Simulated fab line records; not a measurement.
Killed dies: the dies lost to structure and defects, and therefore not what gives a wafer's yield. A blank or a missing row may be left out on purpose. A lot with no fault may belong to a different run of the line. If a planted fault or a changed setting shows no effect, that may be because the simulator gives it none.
fab line records -- flow sky130
[record] lots = 11, wafers = 33, lastDay = 50
route steps=708 shown FIELD_ISO@1 NWELL@59 PAD_OPEN@708
lots that met no fault: from a run of the same line without faults
startH: start of the lot's first displayed wafer, in hours after the record's first day -- waitH: hours elapsed since this lot's preceding step -- " same as the row above -- L1.1+2: a row that stands for several wafers -- - value missing, or start not given -- * or withheld: withheld -- < > ~ a bound
route shown NAME@n: NAME is a module with steps in the file, n the number in the route of the first one -- usual: mean/standard deviation taken from wafers without a fault -- same: alike in all rows -- chamber/n: place in a boat -- sites: readings site by site -- _std_site: standard deviation of those values -- _edge_site: mean of outer sites minus mean of inner sites -- radiusMm: for every site, how far away it sits from the centre of the wafer -- mask NAME#n: copy n -- behind: the last tool/chamber to shape the wafer -- hold: why the lot went on hold/how many hours it stayed there/how the hold came to an end -- device: which transistor (n, p or np) failed to switch -- end of line: the same wafers' tests at the end of the route -- for a step that has no rows: nothing shown but its recipe -- killed: dies lost to structure and defects at the first sort, not the wafer's yield -- map: dies across one wafer; x = killed, . = not, _ = none there
set.NAME: the setting that was run; set.NAME@STEP: the one run at that earlier step -- model.NAME: the simulator's own value behind a step, which no gauge read
route steps across a sampled set of lots; one table per step, one row per wafer
services: a tool's chamber out of use, with start hour (startH, from the record's first day; less than 0 if before it), hours out, and reason
[[steps]]
[step SKY_FIELD_ISO_BOW_MEAS_00]
[recipe] mode = bow
[usual] INCOMING_BOW = 0/6.5
lot.wafer,tool,chamber,startH,waitH,INCOMING_BOW[um]
L345.2,filmMetro-02,-,15.02,-,-7
L345.3,filmMetro-02,-,15.02,-,2
L345.6,filmMetro-02,-,15.02,-,1
L346.3,filmMetro-03,-,20.04,-,2
L346.5,filmMetro-03,-,20.04,-,-7
L346.6,filmMetro-03,-,20.04,-,-2
L347.1,filmMetro-03,-,25.00,-,-13
L347.2,filmMetro-03,-,25.00,-,2
L347.4,filmMetro-03,-,25.00,-,-4
L348.2,filmMetro-03,-,30.02,-,-4
L348.3,filmMetro-03,-,30.02,-,-4
L348.5,filmMetro-03,-,30.02,-,-12
L349.1,filmMetro-02,-,35.00,-,-14
L349.5,filmMetro-02,-,35.00,-,2
L349.6,filmMetro-02,-,35.00,-,-4
L359.2,filmMetro-03,-,85.02,-,-1
L359.5,filmMetro-03,-,85.02,-,0
L359.6,filmMetro-03,-,85.02,-,9
L360.1,filmMetro-01,-,90.00,-,1
L360.2,filmMetro-01,-,90.00,-,5
L360.6,filmMetro-01,-,90.00,-,-10
L361.1,filmMetro-03,-,95.00,-,-10
L361.2,filmMetro-03,-,95.00,-,4
L361.5,filmMetro-03,-,95.00,-,9
L363.2,filmMetro-03,-,105.02,-,10
L363.5,filmMetro-03,-,105.02,-,8
L363.6,filmMetro-03,-,105.02,-,7
L365.3,filmMetro-01,-,115.04,-,-8
L365.5,filmMetro-01,-,115.04,-,-9
L365.6,filmMetro-01,-,115.04,-,12
L367.2,filmMetro-02,-,125.02,-,15
L367.3,filmMetro-02,-,125.02,-,1
L367.4,filmMetro-02,-,125.02,-,-7
[step SKY_FIELD_ISO_STRIP_16]
[recipe] chemistry = O2/N2, powerW = 1400, pressureMtorr = 1500, platenTempC = withheld, o2FlowSccm = 3000, n2FlowSccm = 300, overashFraction = 0.5
[usual] drypumpMotorCurrentA = 5.9/0.41, oesProductAu = 0.378/0.0051, stripTimeToEndpointS = 3.56/0.045
lot.wafer,tool,chamber,startH,waitH,drypumpMotorCurrentA,oesProductAu,rfHoursCounterH,stripTimeToEndpointS
L345.2,plasmaAsher-04,1,34.78,0.0,6.4,0.371,24,3.47
L345.3,plasmaAsher-04,0,34.78,0.0,5.8,0.375,-,3.46
L345.6,plasmaAsher-04,1,34.78,0.0,6.4,0.375,-,3.54
L346.3,plasmaAsher-02,0,38.52,0.1,5.8,0.377,-,3.54
L346.5,plasmaAsher-02,0,38.52,0.1,5.8,0.382,-,3.50
L346.6,plasmaAsher-02,1,38.52,0.1,5.1,0.370,-,3.60
L347.1,plasmaAsher-02,1,45.48,0.0,5.1,0.374,34,3.50
L347.2,plasmaAsher-02,0,45.48,0.0,5.8,0.374,34,3.61
L347.4,plasmaAsher-02,1,45.48,0.0,5.1,0.382,-,3.53
L348.2,plasmaAsher-04,0,49.23,0.0,5.8,0.378,25,3.61
L348.3,plasmaAsher-04,0,49.23,0.0,5.8,0.381,-,3.59
L348.5,plasmaAsher-04,1,49.23,0.0,6.4,0.380,-,3.61
L349.1,plasmaAsher-04,0,54.23,0.0,5.8,0.377,26,3.55
L349.5,plasmaAsher-04,1,54.23,0.0,6.4,0.369,-,3.51
L349.6,plasmaAsher-04,0,54.23,0.0,5.8,0.377,-,3.51
L359.2,plasmaAsher-04,1,110.84,0.0,6.4,0.379,32,3.52
L359.5,plasmaAsher-04,1,110.84,0.0,6.4,0.378,-,3.58
L359.6,plasmaAsher-04,0,110.84,0.0,5.8,0.376,-,3.52
L360.1,plasmaAsher-04,0,112.23,0.0,5.8,0.387,32,3.50
L360.2,plasmaAsher-04,1,112.23,0.0,6.4,0.376,32,3.48
L360.6,plasmaAsher-04,1,112.23,0.0,6.3,0.372,-,3.49
L361.1,plasmaAsher-04,0,117.73,0.0,5.8,0.376,33,3.64
L361.2,plasmaAsher-04,1,117.73,0.0,6.4,0.384,33,3.58
L361.5,plasmaAsher-04,1,117.73,0.0,6.4,0.381,-,3.55
L363.2,plasmaAsher-04,1,131.38,0.0,6.4,0.388,34,3.58
L363.5,plasmaAsher-04,1,131.38,0.0,6.4,0.385,-,3.61
L363.6,plasmaAsher-04,0,131.38,0.0,5.8,0.377,-,3.62
L365.3,plasmaAsher-04,1,138.42,0.1,6.4,0.369,-,3.50
L365.5,plasmaAsher-04,0,138.42,0.1,5.8,0.370,-,3.50
L365.6,plasmaAsher-04,1,138.42,0.1,6.4,0.376,-,3.49
L367.2,plasmaAsher-02,0,148.78,0.0,5.8,0.378,45,3.55
L367.3,plasmaAsher-02,0,148.78,0.0,5.9,0.372,-,3.56
L367.4,plasmaAsher-02,1,148.78,0.0,5.1,0.390,-,3.60
[step SKY_FIELD_ISO_ETCH_17]
[recipe] targetDepthA = 3420, maskMaterial = Si3N4, chemistry = HBr/Cl2/O2, target = Si, taperDeg = 5, icpW = 600, biasW = 150, pressureMtorr = 15, HBr_flow_sccm = 150, Cl2_flow_sccm = 40, O2_flow_sccm = 6, timeS = 97.7
[usual] drypumpMotorCurrentA = 5.95/0.23, mfcCl2Sccm = 40.00/0.12, oesProductAu = 0.998/0.011, throttleValvePct = 25.658/0.012
lot.wafer,tool,chamber,startH,waitH,drypumpMotorCurrentA,mfcCl2Sccm,oesProductAu,rfHoursCounterH,throttleValvePct
L345.2,rieSi-01,0,34.88,0.1,5.39,40.32,1.002,81,25.683
L345.3,rieSi-01,1,34.88,0.1,5.98,39.88,1.015,64,25.652
L345.6,rieSi-01,2,34.88,0.1,6.01,40.03,1.002,-,25.653
L346.3,rieSi-02,2,38.59,0.0,6.14,39.92,0.989,101,25.643
L346.5,rieSi-02,3,38.59,0.0,5.91,40.03,0.979,-,25.663
L346.6,rieSi-02,0,38.59,0.0,6.02,40.13,1.013,-,25.649
L347.1,rieSi-01,0,45.58,0.1,5.39,40.02,1.009,81,25.660
L347.2,rieSi-01,1,45.58,0.1,6.01,40.02,1.011,64,25.642
L347.4,rieSi-01,1,45.58,0.1,6.00,39.81,1.006,-,25.662
L348.2,rieSi-01,0,49.33,0.1,5.40,40.09,1.006,81,25.654
L348.3,rieSi-01,1,49.33,0.1,6.00,40.05,1.007,65,25.652
L348.5,rieSi-01,2,49.33,0.1,6.01,39.77,1.002,-,25.642
L349.1,rieSi-01,2,54.33,0.1,6.00,39.98,1.000,62,25.656
L349.5,rieSi-01,0,54.33,0.1,5.37,39.80,0.997,-,25.649
L349.6,rieSi-01,2,54.33,0.1,5.99,39.95,0.991,-,25.656
L359.2,rieSi-02,3,110.94,0.1,5.88,40.04,0.990,0,25.673
L359.5,rieSi-02,2,110.94,0.1,6.17,39.85,1.003,-,25.671
L359.6,rieSi-02,3,110.94,0.1,5.88,40.04,0.977,-,25.667
L360.1,rieSi-01,0,112.33,0.1,5.43,40.00,0.990,82,25.667
L360.2,rieSi-01,2,112.33,0.1,6.02,39.93,1.014,62,25.646
L360.6,rieSi-01,3,112.33,0.1,5.68,39.80,0.999,-,25.642
L361.1,rieSi-02,1,117.83,0.1,6.09,39.92,0.975,14,25.682
L361.2,rieSi-02,2,117.83,0.1,6.17,40.22,0.996,102,25.656
L361.5,rieSi-02,2,117.83,0.1,6.15,39.99,0.996,-,25.644
L363.2,rieSi-01,3,131.48,0.1,5.71,40.09,1.002,2,25.660
L363.5,rieSi-01,2,131.48,0.1,6.00,40.05,1.001,-,25.639
L363.6,rieSi-01,1,131.48,0.1,5.98,40.00,1.000,-,25.649
L365.3,rieSi-01,2,138.49,0.0,6.01,39.90,1.018,62,25.666
L365.5,rieSi-01,1,138.49,0.0,5.99,40.07,1.003,-,25.657
L365.6,rieSi-01,2,138.49,0.0,5.99,40.14,1.014,-,25.644
L367.2,rieSi-02,0,148.88,0.1,6.07,40.05,1.013,0,25.648
L367.3,rieSi-02,3,148.88,0.1,5.88,39.94,0.984,1,25.674
L367.4,rieSi-02,2,148.88,0.1,6.15,40.14,0.983,102,25.654
[step SKY_NWELL_SOFTBAKE_06]
[recipe] tempC = 110, timeS = withheld
[usual] heaterPowerTotalW = 65.32/0.15, plateTempC = 110.00/0.12
lot.wafer,tool,chamber,startH,waitH,heaterPowerTotalW,plateTempC
L345.2,lithoTrack-02,0,80.09,0.1,65.15,109.96
L345.3,lithoTrack-02,0,80.09,0.1,65.11,109.93
L345.6,lithoTrack-02,0,80.09,0.1,65.53,110.17
L346.3,lithoTrack-01,0,86.73,0.1,65.42,109.89
L346.5,lithoTrack-01,0,86.73,0.1,65.36,110.01
L346.6,lithoTrack-01,0,86.73,0.1,65.11,109.93
L347.1,lithoTrack-01,0,94.32,0.1,65.19,110.11
L347.2,lithoTrack-01,0,94.32,0.1,65.39,110.04
L347.4,lithoTrack-01,0,94.32,0.1,65.23,110.16
L348.2,lithoTrack-04,0,101.21,0.1,65.26,110.03
L348.3,lithoTrack-04,0,101.21,0.1,65.36,109.94
L348.5,lithoTrack-04,0,101.21,0.1,65.52,110.25
L349.1,lithoTrack-01,0,103.57,0.1,65.29,109.93
L349.5,lithoTrack-01,0,103.57,0.1,65.19,110.10
L349.6,lithoTrack-01,0,103.57,0.1,65.27,109.99
L359.2,lithoTrack-02,0,166.44,0.1,74.78,121.89
L359.5,lithoTrack-02,0,166.44,0.1,75.15,122.08
L359.6,lithoTrack-02,0,166.44,0.1,74.91,121.63
L360.1,lithoTrack-04,0,166.87,0.1,65.17,110.10
L360.2,lithoTrack-04,0,166.87,0.1,65.54,109.87
L360.6,lithoTrack-04,0,166.87,0.1,65.30,110.12
L361.1,lithoTrack-02,0,172.76,0.1,75.03,121.90
L361.2,lithoTrack-02,0,172.76,0.1,75.09,121.76
L361.5,lithoTrack-02,0,172.76,0.1,74.96,121.86
L363.2,lithoTrack-04,0,189.35,0.1,65.33,109.94
L363.5,lithoTrack-04,0,189.35,0.1,65.05,110.08
L363.6,lithoTrack-04,0,189.35,0.1,65.46,110.09
L365.3,lithoTrack-04,0,197.09,0.1,65.21,109.89
L365.5,lithoTrack-04,0,197.09,0.1,65.19,109.82
L365.6,lithoTrack-04,0,197.09,0.1,65.19,109.97
L367.2,lithoTrack-01,0,208.95,0.1,65.44,109.87
L367.3,lithoTrack-01,0,208.95,0.1,65.24,110.03
L367.4,lithoTrack-01,0,208.95,0.1,65.49,109.95
[step SKY_NWELL_STRIP_14]
[recipe] chemistry = O2/N2, powerW = 1400, pressureMtorr = 1500, platenTempC = withheld, o2FlowSccm = 3000, n2FlowSccm = 300, overashFraction = 0.5
[usual] drypumpMotorCurrentA = 5.9/0.46, oesProductAu = 0.722/0.0045, stripTimeToEndpointS = 36.89/0.11
lot.wafer,tool,chamber,startH,waitH,drypumpMotorCurrentA,oesProductAu,rfHoursCounterH,stripTimeToEndpointS
L345.2,plasmaAsher-03,1,89.40,0.1,6.2,0.717,40,36.82
L345.3,plasmaAsher-03,0,89.40,0.1,6.2,0.719,-,36.92
L345.6,plasmaAsher-03,1,89.40,0.1,6.2,0.719,-,36.86
L346.3,plasmaAsher-01,1,95.99,0.1,4.9,0.731,-,36.86
L346.5,plasmaAsher-01,0,95.99,0.1,5.8,0.720,-,36.97
L346.6,plasmaAsher-01,1,95.99,0.1,4.9,0.725,-,36.90
L347.1,plasmaAsher-01,1,103.50,0.1,4.9,0.716,42,36.96
L347.2,plasmaAsher-01,0,103.50,0.1,5.8,0.725,42,36.97
L347.4,plasmaAsher-01,0,103.50,0.1,5.8,0.718,-,36.94
L348.2,plasmaAsher-03,1,110.76,0.1,6.2,0.724,42,36.78
L348.3,plasmaAsher-03,1,110.76,0.1,6.2,0.722,-,36.74
L348.5,plasmaAsher-03,0,110.76,0.1,6.2,0.722,-,36.83
L349.1,plasmaAsher-04,1,113.05,0.1,6.4,0.720,32,36.95
L349.5,plasmaAsher-04,1,113.05,0.1,6.3,0.719,-,37.04
L349.6,plasmaAsher-04,0,113.05,0.1,5.8,0.725,-,37.02
L359.2,plasmaAsher-03,1,177.30,0.1,6.2,0.718,49,35.74
L359.5,plasmaAsher-03,1,177.30,0.1,6.2,0.726,-,35.73
L359.6,plasmaAsher-03,0,177.30,0.1,6.2,0.717,-,35.77
L360.1,plasmaAsher-04,0,177.65,0.1,5.8,0.726,38,36.86
L360.2,plasmaAsher-04,1,177.65,0.1,6.4,0.717,38,36.77
L360.6,plasmaAsher-04,0,177.65,0.1,5.8,0.720,-,36.90
L361.1,plasmaAsher-04,0,183.41,0.1,5.8,0.719,39,35.67
L361.2,plasmaAsher-04,1,183.41,0.1,6.4,0.720,39,35.75
L361.5,plasmaAsher-04,1,183.41,0.1,6.3,0.722,-,35.70
L363.2,plasmaAsher-03,0,200.36,0.1,6.2,0.720,51,36.79
L363.5,plasmaAsher-03,0,200.36,0.1,6.2,0.724,-,36.72
L363.6,plasmaAsher-03,1,200.36,0.1,6.2,0.725,-,36.68
L365.3,plasmaAsher-01,1,207.38,0.1,4.9,0.724,-,36.87
L365.5,plasmaAsher-01,1,207.38,0.1,4.9,0.725,-,36.91
L365.6,plasmaAsher-01,0,207.38,0.1,5.8,0.719,-,36.98
L367.2,plasmaAsher-04,0,220.85,0.1,5.7,0.728,42,36.93
L367.3,plasmaAsher-04,1,220.85,0.1,6.4,0.717,-,36.93
L367.4,plasmaAsher-04,0,220.85,0.1,5.8,0.722,-,37.09
[step SKY_PAD_OPEN_PROBE_99]
[usual] killed_at_M0_to_M3 = 43/7, killed_at_M4_up = 3.0/1.9, killedAtContacts = 24/4.6, killedAtFrontEnd = 15/4.1, killedAtOther = 0.3/0.52, killedDies = 84/9.7, killedOpen = 46/6.9, killedShort = 38/6.8
[same] grossDies = 492, killedAtBackSide = 0
lot.wafer,tool,chamber,startH,waitH,killed_at_M0_to_M3,killed_at_M4_up,killedAtContacts,killedAtFrontEnd,killedAtOther,killedDies,killedOpen,killedShort
L359.2,prober-01,-,1164.33,0.1,40,3,22,9,0,74,42,32
L359.5,prober-01,-,1164.48,0.2,37,5,24,12,0,78,42,36
L359.6,prober-01,-,1164.53,0.2,57,4,23,12,0,96,43,53
L360.1,prober-02,-,1167.98,0.1,45,3,24,12,1,85,46,36
L360.2,prober-02,-,1168.03,0.1,53,5,33,16,0,107,57,48
L360.6,prober-02,-,1168.23,0.2,54,2,20,12,0,88,48,39
// killed by level:class
L359.2 CONTACT:geometricParticle:open=12 VIA1:geometricParticle:open=6 METAL2:geometricParticle:short=6 VIA2:geometricParticle:open=5 VIA3:geometricParticle:open=5 FIELD_ISO:geometricParticle:open=4 LI_CONTACT:geometricParticle:open=4 VIA1:geometricParticle:short=4
L359.5 CONTACT:geometricParticle:open=11 VIA1:geometricParticle:open=7 CONTACT:geometricParticle:short=6 METAL1:geometricParticle:short=6 VIA2:geometricParticle:open=6 VIA3:geometricParticle:open=6 POLY_GATE:geometricParticle:open=5 VIA1:geometricParticle:short=5
L359.6 VIA1:geometricParticle:open=10 CONTACT:geometricParticle:open=8 VIA3:geometricParticle:open=8 METAL2:geometricParticle:short=7 METAL3:geometricParticle:short=6 LI_CONTACT:geometricParticle:open=5 CONTACT:geometricParticle:short=5 METAL1:geometricParticle:short=5
L360.1 CONTACT:geometricParticle:open=10 VIA2:geometricParticle:open=10 VIA1:geometricParticle:open=9 VIA3:geometricParticle:short=7 CONTACT:geometricParticle:short=6 FIELD_ISO:geometricParticle:short=5 LI_CONTACT:geometricParticle:open=5 VIA3:geometricParticle:open=5
L360.2 LI_CONTACT:geometricParticle:open=13 VIA1:geometricParticle:open=9 VIA3:geometricParticle:open=9 VIA2:geometricParticle:short=8 CONTACT:geometricParticle:open=7 METAL1:geometricParticle:short=6 VIA2:geometricParticle:open=6 CONTACT:geometricParticle:short=5
L360.6 VIA1:geometricParticle:open=13 VIA3:geometricParticle:open=9 LI_CONTACT:geometricParticle:open=9 VIA1:geometricParticle:short=7 CONTACT:geometricParticle:open=6 METAL1:geometricParticle:short=6 VIA2:geometricParticle:short=5 VIA3:geometricParticle:short=5
[[services]]
tool,chamber,startH,hours,kind
plasmaAsher-03,-,20.89,21.9,repair
rieSi-02,-,27.93,0.5,repair
plasmaAsher-02,-,54.56,1.8,repair
plasmaAsher-04,-,56.48,1.8,repair
plasmaAsher-03,-,57.14,10.2,repair
rieSi-02,3,70.77,-,clean
rieSi-02,3,70.77,9.3,scheduledDown
rieSi-02,3,70.77,9.3,ventCycle
plasmaAsher-01,-,70.85,14.4,pm
plasmaAsher-04,-,79.13,2.8,pm
rieSi-02,1,106.36,8.3,repair
plasmaAsher-01,-,108.83,9.0,pm
plasmaAsher-01,0,108.83,9.0,ventCycle
plasmaAsher-01,1,108.83,9.0,ventCycle
plasmaAsher-02,-,115.81,1.1,repair
plasmaAsher-01,0,117.83,-,clean
plasmaAsher-01,1,117.83,-,clean
rieSi-02,0,119.10,-,clean
rieSi-02,0,119.10,18.2,scheduledDown
rieSi-02,0,119.10,18.2,ventCycle
plasmaAsher-01,-,151.88,0.8,repair
rieSi-01,-,197.32,0.1,repair
rieSi-01,2,218.10,3.1,repair
[[key]]
[firstSign] step = SKY_NWELL_SOFTBAKE_06, reading = plateTempC, direction = up, sigmas = 99+, usual = *, struck = *
[effect] step = SKY_NWELL_SOFTBAKE_06, reading = heaterPowerTotalW, direction = up, sigmas = 66, usual = *, struck = *
[effect] step = SKY_NWELL_STRIP_14, reading = stripTimeToEndpointS, direction = down, sigmas = 10, usual = *, struck = *
metAt SKY_NWELL_SOFTBAKE_06
struckLots L359,L361
testerLeftOut L359,L361
notActingAt SKY_FIELD_ISO_BOW_MEAS_00,SKY_FIELD_ISO_STRIP_16,SKY_FIELD_ISO_ETCH_17
onsetBetween 80.09 166.44
[fault] kind = processParameterDrift, tool = lithoTrack-02, chamber = -, onsetH = 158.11, steps = SKY_NWELL_SOFTBAKE_06, channel = tempC, offset = *, shape = step, endH = 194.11, actsIn = *, stated = *
// testerLeftOut: of these lots the tester's yield and bins aren't shown, on N5 and GAA mostly nor the transistor test; their killed dies are dies lost to structure and defects alone, not to doping, threshold or leakage, so they don't give the yield
